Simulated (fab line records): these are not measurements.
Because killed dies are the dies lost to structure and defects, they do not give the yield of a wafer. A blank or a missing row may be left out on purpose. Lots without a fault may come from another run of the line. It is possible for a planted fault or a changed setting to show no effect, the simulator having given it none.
A lot that was struck, set against a sound lot	flow sky130	16 out of 708 route steps
Sound: the wafers L959.2, L959.5, L959.6. The struck wafers were L950.1, L950.4, L950.5. The cause comes at the end.
Per side, at each step with rows, come the tool, then ch with its chambers, and then its first start. Under that, the readings that differ: sound wafers	struck wafers	difference of the means	sigmas: that difference in standard deviations of wafers without a fault.
alike: a reading whose means differ by less than 2 such deviations, as well as words and numbers matching on both sides. not compared: withheld readings; readings where some wafer has no value; bounds like >300 that might hide an equal value; numbers whose values overlap and for which the record gives no deviation.
The two part at a step that has a row with sigmas, a row that says differs or no value, or rows on one side only. When numbers do not overlap yet have no deviation, they are printed without sigmas and do not part them. Lack of a reading on every wafer of one side parts them only where that side has two or more wafers.

SKY_VIA3_CMP_02: polishes SiO2.
  sound on cmp-02 ch 0,1,3, day 44 06:23; struck on cmp-02 ch 0,2,3, day 42 09:42
  alike: motor current A
SKY_VIA3_BOW_MEAS_03:
  struck on film metro-04, day 42 09:54; sound on film metro-04, day 44 06:36
  alike: VIA3_BOW
then, 8 steps without rows for these wafers: SKY_VIA3_DEHYDRATE_04 (time 60 s); SKY_VIA3_HMDS_05 (prime time 60 s); SKY_VIA3_COAT_06 (resist thk 60 nm); SKY_VIA3_COAT_07 (resist thk 450 nm); SKY_VIA3_SOFTBAKE_08 (time 90 s); SKY_VIA3_EXPOSE_09 (exposes mask VIM3, target cd 200 nm); SKY_VIA3_PEB_10; SKY_VIA3_DEVELOP_11 (develop time 60 s).
SKY_VIA3_CD_MEAS_12: the cd target is 200 nm.
  struck on cd sem-02, day 43 09:02; sound on cd sem-02, day 45 03:52
  alike: cd nm
SKY_VIA3_OVL_MEAS_13:
  struck on overlay-02, day 43 09:10; sound on overlay-01, day 45 03:58
  alike: VIA3_OVL
SKY_VIA3_ETCH_14: etches BARC in N2/H2, stops on SiO2, time 45.9 s, target depth 60 nm.
  sound on rie diel-03 ch 0,1, day 45 04:00; struck on rie diel-04 ch 2,3, day 43 09:11
  no value came back on the struck wafers for any of 5 readings (bias w (W), chamber pressure mTorr (mTorr) and others); on the sound wafers bias w (W) reads 100.0 100.2 100.0
reading	sound	struck	difference	sigmas
model.KrF-thick_of_VIA3_COAT_07.thk nm (nm)	392 391.9 393.1	436.7 435.4 434.7	+43.3	
  not compared: rf hours counter h
SKY_VIA3_ETCH_15: etches SiO2 in C4F8/O2/Ar, stops on TiN, target depth 507 nm, time 78 s.
  sound on rie diel-03 ch 0,1, day 45 04:02; struck on rie diel-04 ch 2,3, day 43 09:14
reading	sound	struck	difference	sigmas
oes product au (a.u.)	0.945 0.946 0.942	0.371 0.369 0.380	-0.571	-99 or more
model.KrF-thick_of_VIA3_COAT_07.thk nm (nm)	289.7 289.9 292.7	333.5 333.3 332	+42.2	
  alike: bias w, chamber pressure mTorr
  not compared: rf hours counter h
SKY_VIA3_STRIP_16: strips in O2/N2.
  sound on plasma asher-03 ch 0,1, day 45 04:06; struck on plasma asher-03 ch 0, day 43 09:18
reading	sound	struck	difference	sigmas
oes product au (a.u.)	0.403 0.399 0.399	0.420 0.413 0.423	+0.018	+4
strip time to endpoint s (s)	4.118 4.136 4.143	4.561 4.571 4.543	+0.426	+18
  alike: drypump motor current A
  not compared: rf hours counter h
then, 1 step without rows for these wafers: SKY_VIA3_STRIP_17 (strips in post etch residue remover, time 1200 s).

## WHERE THEY PART
Earliest at SKY_VIA3_ETCH_14; latest, in this record, at SKY_VIA3_STRIP_16.

WHY: what the simulator had put in
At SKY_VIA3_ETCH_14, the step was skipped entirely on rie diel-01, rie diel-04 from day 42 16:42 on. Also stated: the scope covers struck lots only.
